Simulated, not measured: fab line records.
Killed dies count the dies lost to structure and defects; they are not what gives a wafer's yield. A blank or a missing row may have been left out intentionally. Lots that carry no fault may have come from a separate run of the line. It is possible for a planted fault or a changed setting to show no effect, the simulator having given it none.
2 desks looking at one fault :: flow gf180mcu :: what lay behind the numbers comes last; until then each desk has only its own

TOOL OWNER'S DESK, pecvd-03
The tool's own readings at GF_V5_CVD_02 (deposits SiO2 from TEOS, target thk 1450 nm, time 163.28 s): means of the sampled wafers that have a number, for each lot that ran on this tool. Any lot whose mean is over 4 standard deviations away from the usual mean is out of limits and marked OUT; that distance is given in the brackets.
Columns: A = heater power w at GF_V5_CVD_02, usual 665 W
lot: L796
first seen here: day 28 05:32
A: 654

lot: L807
first seen here: day 31 05:09
A: 578

lot: L806
first seen here: day 31 21:07
A: 602
Finding of this desk: none of the 3 lots has anything out of limits.

FROM THE METROLOGY DESK
Lot by lot, what the gauges showed, no matter which tool ran the lot: averages of those sampled wafers that carry a number. Any lot whose mean is over 4 standard deviations away from the usual mean is out of limits and marked OUT; that distance is given in the brackets.
Columns: A = cd nm at GF_M5_CD_MEAS_07, usual 279.9 nm; B = M5_OVL at GF_M5_OVL_MEAS_08, usual 3 nm; C = V5_CVD_00_THK at GF_V5_THK_MEAS_01, usual 298.4 nm; D = V5_CVD_02_THK at GF_V5_THK_MEAS_03, usual 1449 nm
lot: L796
first seen here: day 28 04:34
A: 277.9
B: 11
C: 297.2
D: 1442

lot: L807
first seen here: day 31 03:59
A: 280.5
B: 4
C: 300.3
D: 2046 (+35) OUT

lot: L808
first seen here: day 31 09:16
A: 279.8
B: 3
C: 298.4
D: 1443

lot: L809
first seen here: day 31 14:36
A: 280.7
B: 2
C: 299.2
D: 1453

lot: L806
first seen here: day 31 20:11
A: 280.1
B: 4
C: 300.6
D: 2032 (+34) OUT

lot: L812
first seen here: day 32 10:26
A: 279.0
B: 7
C: 296.8
D: 1464
This desk reports L806, L807 out of limits; the earliest was L807 at day 31 05:16 (V5_CVD_02_THK at GF_V5_THK_MEAS_03). Within limits: L796, L808, L809, L812.

TAKEN TOGETHER
At day 31 05:16 the metrology desk could have sounded an alarm, on L806, L807.
Nothing out of limits was seen by the tool owner's desk.
Tool owner's desk: L806, L807 on record, inside its limits.
All the named lots went through GF_V5_CVD_02 on pecvd-03.

WHAT THE SIMULATOR HAD PUT IN
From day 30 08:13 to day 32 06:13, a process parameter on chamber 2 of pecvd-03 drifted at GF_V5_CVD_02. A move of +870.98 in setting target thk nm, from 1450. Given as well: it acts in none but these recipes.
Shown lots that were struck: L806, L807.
Per desk, hours elapsed from the start of the fault to the first reading out of limits: for the metrology desk, 21.
